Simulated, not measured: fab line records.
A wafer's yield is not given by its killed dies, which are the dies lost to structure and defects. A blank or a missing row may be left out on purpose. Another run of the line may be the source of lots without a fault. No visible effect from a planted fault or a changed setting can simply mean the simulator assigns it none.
A struck lot beside a sound one | flow gf180mcu | 14 steps out of a route of 602
Sound: these wafers, L645.2, L645.4, L645.5. The struck wafers were L660.2, L660.5, L660.6. The cause comes at the end.
Each step with rows lists, per side, the tool, then ch with its chambers, then its first start. Under that, the readings that differ: sound wafers | struck wafers | difference of the means | sigmas: that difference in standard deviations of wafers without a fault.
alike: readings whose means differ by less than 2 such deviations, and words and numbers that are the same on both sides. not compared: withheld readings, readings that some wafer has no value for, bounds like >300 that may hide the same value, and numbers for which the record gives no deviation and whose values overlap.
The two part at a step that has a row with sigmas, a row that says differs or no value, or rows on one side only. Non-overlapping numbers with no deviation appear without sigmas and do not part them. A reading missing from all wafers of one side parts the sides only when that side holds two or more wafers.

first, 1 step without rows for these wafers: GF_NWELL_DEVELOP_06 (develop time 60 s).
GF_NWELL_OVL_MEAS_07:
  sound: overlay-02 at day 4 04:17; struck: overlay-01 at day 7 16:22
  alike: NWELL_OVL
then, 2 steps without rows for these wafers: GF_NWELL_IMPLANT_08; GF_NWELL_IMPLANT_09.
GF_NWELL_STRIP_10: strips in O2/N2.
  sound on plasma_asher-02 ch 0,1, day 4 04:37; struck on plasma_asher-01 ch 0,1, day 7 16:42
  alike: drypump_motor_current_A, heater_power_w, oes_product_au, strip_time_to_endpoint_s
  not compared: rf_hours_counter_h
GF_NWELL_TW_MEAS_11:
  sound: film_metro-03 at day 4 04:43; struck: film_metro-03 at day 7 16:49
  alike: NWELL_TW
then, 6 steps without rows for these wafers: GF_LVPWELL_DEHYDRATE_00 (time 60 s); GF_LVPWELL_HMDS_01 (prime time 60 s); GF_LVPWELL_COAT_02 (resist thk 3000 nm); GF_LVPWELL_SOFTBAKE_03; GF_LVPWELL_EXPOSE_04 (exposes mask LVPWELL, target cd 600 nm); GF_LVPWELL_PEB_05.
GF_LVPWELL_DEVELOP_06: develop time 60 s.
  sound on litho_track-04 ch 0, day 4 17:00; struck on litho_track-01, day 8 09:00
  no value came back on the struck wafers for chill_plate_temp_C (C), develop_time_s (s); on the sound wafers chill_plate_temp_C (C) reads 23.07 23.06 23.12
GF_LVPWELL_OVL_MEAS_07:
  sound: overlay-02 at day 4 18:01; struck: overlay-01 at day 8 09:08
  reading          | sound          | struck | difference                    | sigmas
  LVPWELL_OVL (nm) | -2.2 -2.3 -0.1 | - - -  | no value on the struck wafers |

## WHERE THEY PART
First at GF_LVPWELL_DEVELOP_06; last, within this record, at GF_LVPWELL_OVL_MEAS_07.

WHY: whatever the simulator had introduced
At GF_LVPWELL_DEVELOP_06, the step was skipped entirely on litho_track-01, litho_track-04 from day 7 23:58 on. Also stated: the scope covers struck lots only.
